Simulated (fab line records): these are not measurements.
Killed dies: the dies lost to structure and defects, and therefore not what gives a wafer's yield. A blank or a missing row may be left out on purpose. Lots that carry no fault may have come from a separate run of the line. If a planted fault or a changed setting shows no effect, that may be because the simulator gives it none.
Comparing a struck lot with a sound one	flow sky130	23 steps out of a route of 708
Sound: the wafers L521.1, L521.3, L521.4. Struck: wafers L529.1, L529.2, L529.3. Last of all comes the cause.
At each step with rows: each side's tool, then ch and its chambers, then its first start. Under that, the readings that differ: sound wafers	struck wafers	difference of the means	sigmas: that difference in standard deviations of wafers without a fault.
alike: same words and numbers on both sides, and readings whose means sit less than 2 such deviations apart. not compared: any withheld reading, any reading some wafer has no value for, any bound like >300 that may hide the same value, and any number with overlapping values for which the record gives no deviation.
A row with sigmas, a row that says differs or no value, or rows on one side alone: a step with any of these is where the two part. Numbers that have no deviation but don't overlap get no sigmas and don't part them. A reading missing from all wafers of one side parts the sides only when that side holds two or more wafers.

first, 1 step without rows for these wafers: SKY_SONOS_ONO_DEVELOP_12 (develop time 60 s).
SKY_SONOS_ONO_CD_MEAS_13: the cd target is 410 nm.
  sound: cd sem-02 at day 15 14:52; struck: cd sem-02 at day 18 15:08
  alike: cd nm
SKY_SONOS_ONO_OVL_MEAS_14:
  sound: overlay-01 at day 15 14:59; struck: overlay-01 at day 18 15:16
  alike: SONOS_ONO_OVL
SKY_SONOS_ONO_ETCH_15: etches the open film in CHF3/O2, target depth 19.52 nm, time 7.8 s.
  sound on rie diel-04 ch 0,2,3, day 15 15:01; struck on rie diel-04 ch 0,1,2, day 18 15:18
  alike: drypump motor current A, oes product au, rf fwd power W, throttle valve pct
  not compared: rf hours counter h
then, 1 step without rows for these wafers: SKY_SONOS_ONO_WET_ETCH_16 (etches SiO2 in dHF, target depth 14 nm, time 280 s).
SKY_SONOS_ONO_STRIP_17: strips in O2/N2.
  sound on plasma asher-03 ch 0,1, day 15 15:13; struck on plasma asher-04 ch 0,1, day 18 15:25
  alike: drypump motor current A, oes product au, strip time to endpoint s
  not compared: rf hours counter h
then, 3 steps without rows for these wafers: SKY_SONOS_ONO_WET_ETCH_18 (etches Si3N4 in H3PO4, target depth 15 nm, time 172 s); SKY_GATE_OXIDE_CLEAN_00 (cleans in SC1/SC2, time 150 s); SKY_GATE_OXIDE_OXIDATION_01 (stabilise 600 s, purge 300 s, target thk 10.268 nm).
SKY_GATE_OXIDE_THK_MEAS_02:
  sound: film metro-03 at day 15 20:56; struck: film metro-04 at day 18 18:49
  alike: GATE_OXIDE_OXIDATION_00_THK
then, 2 steps without rows for these wafers: SKY_GATE_OXIDE_DEHYDRATE_03 (time 60 s); SKY_GATE_OXIDE_HMDS_04 (prime time 60 s).
SKY_GATE_OXIDE_COAT_05: resist thk 1140 nm.
  sound on litho track-03 ch 0, day 16 10:30; struck on litho track-04 ch 0, day 19 09:01
reading	sound	struck	difference	sigmas
model.NOVOLAK_of_GATE_OXIDE_COAT_05.thk nm (nm)	1143 1142 1142	451.5 451 452.1	-690.8	
then, 3 steps without rows for these wafers: SKY_GATE_OXIDE_SOFTBAKE_06 (time 60 s); SKY_GATE_OXIDE_EXPOSE_07 (exposes mask LVOM, target cd 600 nm); SKY_GATE_OXIDE_PEB_08.
SKY_GATE_OXIDE_DEVELOP_09: develop time 60 s.
  sound on litho track-01 ch 0, day 16 23:17; struck on litho track-03 ch 0, day 20 00:42
reading	sound	struck	difference	sigmas
model.NOVOLAK_of_GATE_OXIDE_COAT_05.thk nm (nm)	1142 1141 1142	451.1 450.6 451.7	-690.5	
SKY_GATE_OXIDE_OVL_MEAS_10:
  sound: overlay-02 at day 16 23:26; struck: overlay-02 at day 20 00:51
reading	sound	struck	difference	sigmas
GATE_OXIDE_OVL (nm)	2.8 2.1 2.6	-0.5 -0.7 0.3	-2.8	-2
then, 2 steps without rows for these wafers: SKY_GATE_OXIDE_IMPLANT_11; SKY_GATE_OXIDE_WET_ETCH_12 (etches SiO2 in dHF, target depth 16.8 nm, time 336 s).
SKY_GATE_OXIDE_STRIP_13: strips in O2/N2.
  sound on plasma asher-03 ch 0,1, day 16 23:44; struck on plasma asher-02 ch 0,1, day 20 01:08
reading	sound	struck	difference	sigmas
oes product au (a.u.)	0.714 0.718 0.714	0.491 0.487 0.487	-0.227	-55
strip time to endpoint s (s)	14.22 14.20 14.21	6.08 6.05 6.08	-8.14	-99 or more
  alike: drypump motor current A
  not compared: rf hours counter h
SKY_GATE_OXIDE_TW_MEAS_14:
  sound: film metro-01 at day 16 23:50; struck: film metro-03 at day 20 01:14
  alike: GATE_OXIDE_TW
SKY_PAD_OPEN_PROBE_99:
  the record has rows for the sound wafers here (prober-02, day 48 00:15) and none for the struck ones

## WHERE THEY PART
At SKY_GATE_OXIDE_OVL_MEAS_10 first; at SKY_PAD_OPEN_PROBE_99 last (within this record only).

WHY: what the simulator had put in
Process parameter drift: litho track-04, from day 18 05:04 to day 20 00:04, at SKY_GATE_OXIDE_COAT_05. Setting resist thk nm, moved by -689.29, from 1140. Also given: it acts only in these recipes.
